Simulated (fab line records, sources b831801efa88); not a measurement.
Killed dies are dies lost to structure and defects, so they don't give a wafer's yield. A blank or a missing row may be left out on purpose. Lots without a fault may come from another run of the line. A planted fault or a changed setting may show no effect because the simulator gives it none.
fab line records | flow sky130
record lots=13 wafers=39 last_day=50
route steps=708 shown GATE_OXIDE@199 VIA4@651 METAL5@664 PAD_OPEN@708
lots that met no fault: from a run of the same line without faults
start_h: hours from the record's first day to the start of the lot's first wafer shown | wait_h: hours since the lot's step before | " the same as in the row above | L1.1+2: a row that stands for several wafers | - no value, or no start given | * or withheld: withheld | < > ~ a bound
route shown NAME@n: a module of which the file shows steps, and the number in the route of the first | usual: mean/standard deviation of fault-free wafers | same: alike in all rows | chamber/n: place in a boat | sites: the reading at each site | _std_site: their standard deviation | _edge_site: outer sites' mean less inner sites' | radius_mm: how far each site lies from the wafer's centre | mask NAME#n: copy n | behind: the tool/chamber that last shaped the wafer | hold: why the lot was held/for how many hours/how that ended | device: the transistor (n, p or np) that didn't switch | end of line: the same wafers' tests at the end of the route | a step without rows: its recipe alone | killed: dies lost to structure and defects at the first sort, not the wafer's yield | map: a wafer's dies, x killed, . not, _ none there
set.NAME: the setting as run; set.NAME@STEP: as run at that earlier step | model.NAME: the simulator's own value behind a step, which no gauge read
steps of the route over a sample of lots; a table a step, a row a wafer
services: from which hour (start_h, from the record's first day; less than 0 if before it) a tool's chamber was out of use, for how many hours, and why
## steps
# step SKY_GATE_OXIDE_WET_ETCH_12
# recipe chemistry=dHF target_depth_nm=16.8 dry=n2_spin target=SiO2 dilution=100:1 temp_c=25 time_s=336
# usual temp_c=25.02/0.1
# columns lot.wafer tool chamber start_h wait_h temp_c
L592.2 wet_bench-02 0 310.26 0.1 25.08
L592.3 " 0 " " 25.00
L592.6 " 0 " " 25.00
L593.2 wet_bench-02 0 320.61 0.1 24.93
L593.4 " 0 " " 24.84
L593.6 " 0 " " 24.97
L594.2 wet_bench-01 1 331.44 0.1 25.04
L594.4 " 1 " " 24.85
L594.6 " 1 " " 24.96
L595.2 wet_bench-02 0 336.06 0.1 25.15
L595.4 " 0 " " 25.12
L595.5 " 0 " " 25.11
L596.2 wet_bench-01 0 346.56 0.1 25.10
L596.3 " 0 " " 25.05
L596.6 " 0 " " 25.33
L601.1 wet_bench-02 2 392.28 0.1 24.86
L601.2 " 2 " " 24.91
L601.3 " 2 " " 24.83
L602.2 wet_bench-02 2 397.83 0.1 25.01
L602.3 " 2 " " 25.01
L602.6 " 2 " " 25.08
L605.1 wet_bench-03 1 433.43 0.1 25.00
L605.3 " 1 " " 25.10
L605.6 " 1 " " 24.92
L609.2 wet_bench-01 1 471.08 0.1 25.04
L609.3 " 1 " " 25.02
L609.6 " 1 " " 25.19
L610.2 wet_bench-01 3 480.33 0.1 25.00
L610.5 " 3 " " 24.96
L610.6 " 3 " " 25.00
L611.1 wet_bench-02 3 482.03 0.1 24.95
L611.4 " 3 " " 25.16
L611.5 " 3 " " 24.98
L612.2 wet_bench-01 0 490.38 0.1 24.91
L612.4 " 0 " " 24.99
L612.5 " 0 " " 25.14
L614.1 wet_bench-02 0 497.21 0.1 24.94
L614.3 " 0 " " 24.89
L614.6 " 0 " " 25.03
# step SKY_VIA4_ETCH_12
# recipe target=SiO2 chemistry=C4F8/O2/Ar stop_on=TiN mask_material=NOVOLAK source_w=1500 bias_w=1200 pressure_mtorr=40 c4f8_flow_sccm=withheld O2_flow_sccm=6 Ar_flow_sccm=300 time_s=withheld target_depth_a=5800
# usual oes_product_au=0.926/0.0053 rf_fwd_power_W=1491/4.7
# columns lot.wafer tool chamber start_h wait_h oes_product_au rf_fwd_power_W
L592.2 rie_diel-03 0 1005.04 0.0 0.925 1491
L592.3 " 1 " " 0.927 1503
L592.6 " 2 " " 0.923 1487
L593.2 rie_diel-02 2 1014.94 0.0 0.918 1497
L593.4 " 0 " " 0.929 1497
L593.6 " 3 " " 0.927 1474
L594.2 rie_diel-03 0 1023.11 0.0 0.924 1491
L594.4 " 1 " " 0.922 1492
L594.6 " 0 " " 0.923 1489
L595.2 rie_diel-02 2 1024.74 0.0 0.925 1492
L595.4 " 0 " " 0.935 1492
L595.5 " 3 " " 0.928 1489
L596.2 rie_diel-02 1 1036.89 0.0 0.937 1495
L596.3 " 3 " " 0.927 1496
L596.6 " 1 " " 0.932 1497
L601.1 rie_diel-04 2 1069.84 0.0 0.925 1490
L601.2 " 3 " " 0.915 1493
L601.3 " 0 " " 0.940 1498
L602.2 rie_diel-04 2 1071.56 0.0 0.926 1493
L602.3 " 0 " " 0.929 1497
L602.6 " 0 " " 0.932 1489
L605.1 rie_diel-04 0 1098.98 0.0 0.931 1494
L605.3 " 1 " " 0.928 1486
L605.6 " 0 " " 0.927 1493
L609.2 rie_diel-04 0 1124.58 0.0 0.925 1487
L609.3 " 1 " " 0.922 1484
L609.6 " 3 " " 0.929 1492
L610.2 rie_diel-04 0 1128.28 0.0 0.927 1495
L610.5 " 3 " " 0.916 1494
L610.6 " 0 " " 0.920 1490
L611.1 rie_diel-03 2 1129.38 0.0 0.938 1489
L611.4 " 2 " " 0.926 1486
L611.5 " 1 " " 0.921 1496
L612.2 rie_diel-03 1 1136.09 0.0 0.930 1499
L612.4 " 2 " " 0.921 1495
L612.5 " 0 " " 0.924 1489
L614.1 rie_diel-02 3 1140.26 0.0 0.924 1487
L614.3 " 2 " " 0.932 1490
L614.6 " 3 " " 0.914 1487
# step SKY_METAL5_SPUTTER_03
# recipe material=Ti target_thk_nm=5 power_w=3000 time_s=3.3 chamber_pressure_pa=0.4
# usual throttle_valve_pct=30.4/1.3
# columns lot.wafer tool chamber start_h wait_h throttle_valve_pct
L592.2 pvd_sputter-02 - 1006.52 0.0 33.5
L592.3 " - " " 30.4
L592.6 " - " " 30.5
L593.2 pvd_sputter-02 - 1016.39 0.0 30.2
L593.4 " - " " 30.1
L593.6 " - " " 30.1
L594.2 pvd_sputter-01 - 1024.56 0.0 29.2
L594.4 " - " " 29.7
L594.6 " - " " 29.0
L595.2 pvd_sputter-03 - 1026.23 0.0 30.7
L595.4 " - " " 31.5
L595.5 " - " " 30.9
L596.2 pvd_sputter-02 - 1038.34 0.0 31.0
L596.3 " - " " 30.0
L596.6 " - " " 33.4
L601.1 pvd_sputter-03 - 1071.36 0.0 30.7
L601.2 " - " " 29.0
L601.3 " - " " 28.6
L602.2 pvd_sputter-01 - 1073.12 0.0 29.5
L602.3 " - " " 31.2
L602.6 " - " " 29.8
L605.1 pvd_sputter-02 - 1100.44 0.0 30.0
L605.3 " - " " 33.1
L605.6 " - " " 30.4
L609.2 pvd_sputter-02 - 1126.04 0.0 30.2
L609.3 " - " " 30.9
L609.6 " - " " 30.4
L610.2 pvd_sputter-02 - 1130.02 0.0 33.4
L610.5 " - " " 33.6
L610.6 " - " " 30.2
L611.1 pvd_sputter-01 - 1131.15 0.0 31.1
L611.4 " - " " 29.9
L611.5 " - " " 30.1
L612.2 pvd_sputter-01 - 1137.58 0.0 29.3
L612.4 " - " " 31.3
L612.5 " - " " 29.5
L614.1 pvd_sputter-03 - 1142.23 0.0 28.4
L614.3 " - " " 29.2
L614.6 " - " " 28.5
# step SKY_METAL5_DESCUM_14
# recipe chemistry=O2 source_power_w=150 bias_power_w=0 pressure_mtorr=10 temp_c=40 time_s=11
# usual drypump_motor_current_A=5.7/0.34 oes_product_au=1.010/0.013 rf_fwd_power_W=147.0/0.75 temp_c=39.99/0.12
# columns lot.wafer tool chamber start_h wait_h drypump_motor_current_A oes_product_au rf_fwd_power_W rf_hours_counter_h temp_c
L592.2 rie_metal-03 0 1029.80 0.1 5.7 1.015 147.4 - 39.94
L592.3 " 0 " " 5.7 1.013 147.5 - 40.10
L592.6 " 0 " " 5.7 1.013 148.4 - 40.09
L593.2 rie_metal-01 1 1038.88 0.1 5.3 0.998 146.3 19 39.94
L593.4 " 0 " " 6.4 1.002 147.0 - 39.77
L593.6 " 1 " " 5.3 1.001 146.4 - 39.73
L594.2 rie_metal-03 1 1046.37 0.1 6.0 0.996 147.1 20 40.21
L594.4 " 0 " " 5.7 1.023 147.4 - 39.97
L594.6 " 1 " " 6.0 1.008 146.9 - 40.11
L595.2 rie_metal-01 1 1048.68 0.1 5.2 0.989 146.0 20 40.02
L595.4 " 1 " " 5.3 1.000 146.2 - 39.95
L595.5 " 0 " " 6.4 0.996 146.8 - 39.93
L596.2 rie_metal-02 1 1060.18 0.1 5.4 0.990 146.5 11 39.99
L596.3 " 1 " " 5.4 0.982 146.4 - 39.89
L596.6 " 1 " " 5.4 0.980 146.0 - 39.99
L601.1 rie_metal-03 0 1091.57 0.1 5.7 1.022 147.3 13 40.08
L601.2 " 0 " " 5.7 1.024 146.4 - 40.05
L601.3 " 0 " " 5.7 1.022 147.7 - 39.88
L602.2 rie_metal-02 1 1093.72 0.1 5.4 1.015 147.0 13 40.04
L602.3 " 0 " " 5.7 1.018 146.9 - 39.81
L602.6 " 1 " " 5.4 1.007 146.4 - 40.16
L605.1 rie_metal-03 1 1120.58 0.1 6.0 1.011 148.1 1 39.89
L605.3 " 1 " " 6.0 1.018 147.2 - 40.07
L605.6 " 1 " " 6.0 1.010 147.6 - 39.89
L609.2 rie_metal-01 0 1144.77 0.1 6.4 1.005 147.7 15 40.02
L609.3 " 1 " " 5.3 1.001 145.9 - 39.96
L609.6 " 1 " " 5.2 0.997 146.0 - 39.80
L610.2 rie_metal-02 0 1148.07 0.1 5.7 1.038 145.6 22 40.01
L610.5 " 0 " " 5.6 1.036 145.4 - 40.09
L610.6 " 1 " " 5.4 1.007 145.4 - 39.92
L611.1 rie_metal-01 0 1149.52 0.1 6.3 1.013 147.0 16 39.92
L611.4 " 0 " " 6.3 1.004 146.4 - 40.03
L611.5 " 1 " " 5.3 0.998 145.8 - 40.07
L612.2 rie_metal-01 0 1154.98 0.1 6.4 1.001 146.8 16 39.96
L612.4 " 0 " " 6.4 1.002 147.4 - 40.05
L612.5 " 1 " " 5.2 0.995 147.0 - 40.02
L614.1 rie_metal-03 0 1159.93 0.1 5.7 1.020 147.2 18 40.05
L614.3 " 0 " " 5.7 1.024 147.5 - 39.95
L614.6 " 0 " " 5.7 1.011 147.5 - 40.15
# step SKY_PAD_OPEN_PROBE_99
# usual killed_at_M0_to_M3=44/7.3 killed_at_M4_up=3.1/1.6 killed_at_contacts=24/5.4 killed_at_front_end=15/4 killed_at_other=0.2/0.49 killed_dies=86/10 killed_open=48/7.3 killed_short=38/6.3
# same gross_dies=492 killed_at_back_side=0
# columns lot.wafer tool chamber start_h wait_h killed_at_M0_to_M3 killed_at_M4_up killed_at_contacts killed_at_front_end killed_at_other killed_dies killed_open killed_short
L601.1 prober-02 - 1134.63 0.1 52 3 22 61 0 138 46 43
L601.2 prober-02 - 1134.68 0.1 44 4 20 61 0 129 45 34
L601.3 prober-02 - 1134.73 0.2 47 2 25 61 0 135 40 45
L602.2 prober-01 - 1136.65 0.1 35 3 28 64 0 130 38 39
L602.3 prober-01 - 1136.70 0.2 40 4 22 66 1 133 53 28
L602.6 prober-01 - 1136.85 0.2 48 1 20 65 0 134 48 36
# killed by level:class
L601.1 GATE_OXIDE:unspecified=49 METAL1:geometric_particle:short=12 VIA1:geometric_particle:open=10 CONTACT:geometric_particle:open=7 LI_CONTACT:geometric_particle:open=7 CONTACT:geometric_particle:short=6 VIA1:geometric_particle:short=5 VIA2:geometric_particle:short=5
L601.2 GATE_OXIDE:unspecified=50 VIA1:geometric_particle:open=10 METAL2:geometric_particle:short=9 CONTACT:geometric_particle:open=8 VIA2:geometric_particle:open=7 FIELD_ISO:geometric_particle:open=4 METAL1:geometric_particle:short=4 LI_CONTACT:geometric_particle:open=4
L601.3 GATE_OXIDE:unspecified=50 CONTACT:geometric_particle:open=9 VIA2:geometric_particle:open=9 VIA1:geometric_particle:open=8 CONTACT:geometric_particle:short=7 METAL3:geometric_particle:short=7 METAL1:geometric_particle:short=5 VIA3:geometric_particle:short=5
L602.2 GATE_OXIDE:unspecified=53 VIA1:geometric_particle:open=9 LI_CONTACT:geometric_particle:open=7 CONTACT:geometric_particle:open=7 CONTACT:geometric_particle:short=6 LI_CONTACT:geometric_particle:short=4 POLY_GATE:geometric_particle:short=4 METAL3:geometric_particle:short=4
L602.3 GATE_OXIDE:unspecified=52 CONTACT:geometric_particle:open=11 VIA1:geometric_particle:open=11 VIA3:geometric_particle:short=7 VIA3:geometric_particle:open=6 FIELD_ISO:geometric_particle:open=4 POLY_GATE:geometric_particle:open=4 VIA2:geometric_particle:open=4
L602.6 GATE_OXIDE:unspecified=50 VIA1:geometric_particle:open=11 CONTACT:geometric_particle:open=10 VIA2:geometric_particle:open=8 POLY_GATE:geometric_particle:open=6 METAL1:geometric_particle:short=6 VIA2:geometric_particle:short=5 METAL2:geometric_particle:short=4
## services
# columns tool chamber start_h hours kind
rie_diel-04 1 342.34 15.5 repair
rie_metal-01 - 344.05 1.0 repair
rie_diel-04 - 371.81 2.8 pm
rie_diel-04 3 380.03 4.3 repair
rie_metal-03 1 399.67 19.8 repair
pvd_sputter-02 - 417.94 0.8 repair
rie_metal-03 0 420.13 4.9 repair
rie_diel-04 0 440.95 8.7 repair
rie_metal-01 - 451.66 1.4 pm
wet_bench-01 - 477.74 0.9 repair
pvd_sputter-02 - 482.28 7.9 repair
rie_diel-04 2 525.26 2.6 repair
wet_bench-01 - 541.99 2.4 repair
rie_diel-04 1 587.38 8.0 repair
rie_diel-04 2 604.30 6.9 repair
rie_metal-01 0 636.80 3.3 repair
rie_metal-03 - 657.09 14.6 pm
wet_bench-02 - 672.61 4.4 pm
pvd_sputter-02 - 802.46 1.1 repair
pvd_sputter-02 - 803.03 1.2 repair
pvd_sputter-02 - 811.89 4.4 repair
wet_bench-02 - 815.90 41.5 pm
pvd_sputter-02 - 935.83 12.5 repair
pvd_sputter-02 - 1027.40 8.6 repair
## key
first_sign step=SKY_PAD_OPEN_PROBE_99 reading=killed_at_front_end direction=up sigmas=12 usual=15 struck=63
effect step=SKY_PAD_OPEN_PROBE_99 reading=killed_dies direction=up sigmas=4.7 usual=86 struck=133
met_at SKY_GATE_OXIDE_WET_ETCH_12
struck_lots L601,L602
tester_left_out L601,L602
not_acting_at SKY_VIA4_ETCH_12,SKY_METAL5_SPUTTER_03,SKY_METAL5_DESCUM_14
onset_between 336.06 392.28
fault kind=chamber_particle_source tool=wet_bench-02 chamber=- onset_h=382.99 steps=SKY_GATE_OXIDE_WET_ETCH_12 rate_per_visit_cm2=0.7327 end_h=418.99
# tester_left_out: of these lots the tester's yield and bins aren't shown, on N5 and GAA mostly nor the transistor test; their killed dies are dies lost to structure and defects alone, not to doping, threshold or leakage, so they don't give the yield
